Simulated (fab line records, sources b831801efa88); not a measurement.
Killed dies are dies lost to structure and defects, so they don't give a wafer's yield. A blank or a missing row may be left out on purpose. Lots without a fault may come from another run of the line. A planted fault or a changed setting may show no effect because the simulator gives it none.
Which tool did it? | flow sky130 | 6 lots, 18 wafers sampled, at 3 steps of a route of 708

WHAT THE GAUGES READ, wafer by wafer
SKY_VIA3_OVL_MEAS_13.
lot  | measured     | on         | VIA3_OVL (nm)
L309 | day 41 02:19 | overlay-02 | 0 7 -9
L311 | day 41 17:47 | overlay-01 | -11 -3 -8
L314 | day 42 11:17 | overlay-01 | -9 -5 -6
L316 | day 43 06:14 | overlay-01 | -3 -4 0
L322 | day 44 03:23 | overlay-01 | -9 -2 -3
L325 | day 45 04:29 | overlay-01 | -5 2 -1

WHICH TOOL RAN EACH LOT (tool, then ch and the chambers of the sampled wafers, then the start)
lot  | SKY_POLY_GATE_ETCH_16              | SKY_VIA3_CMP_02
L309 | rie_diel-03 ch 0,2,3, day 18 06:01 | cmp-02 ch 1,2, day 40 01:58
L311 | rie_diel-02 ch 0,1,3, day 18 23:58 | cmp-02 ch 0,1,3, day 40 17:43
L314 | rie_diel-01 ch 0,3, day 20 02:25   | cmp-02 ch 0,2,3, day 41 11:19
L316 | rie_diel-03 ch 0,1,2, day 20 16:49 | cmp-01 ch 0,1,3, day 42 06:10
L322 | rie_diel-01 ch 0,2,3, day 22 06:37 | cmp-02 ch 0,3, day 43 04:18
L325 | rie_diel-03 ch 0,2, day 23 15:46   | cmp-01 ch 0,1,2, day 44 05:58
- SKY_POLY_GATE_ETCH_16: etches Si3N4 in CH3F/O2, stops on poly-Si, time 147.5 s, target depth 75 nm.
- SKY_VIA3_CMP_02: polishes SiO2.

THE ANSWER, worked out from the rows above alone
Rule: what is usual is taken from the lots themselves. Put in order of their means at a reading, lots are off if they are a third of the lots or fewer, leave a main group of 4 or more, and stand apart from it by a gap of 3 or more times the standard deviation of the main group's means; of several such gaps the widest counts. A main group whose means are all the same, to the digits that the tables above print for the reading, isn't used. A lot without any number at a reading at which 4 lots or more have one is off too. The other lots that the step has rows for count as sound.
No lot is off at any reading shown: from this, nothing can be told.

WHAT THE SIMULATOR HAD PUT IN
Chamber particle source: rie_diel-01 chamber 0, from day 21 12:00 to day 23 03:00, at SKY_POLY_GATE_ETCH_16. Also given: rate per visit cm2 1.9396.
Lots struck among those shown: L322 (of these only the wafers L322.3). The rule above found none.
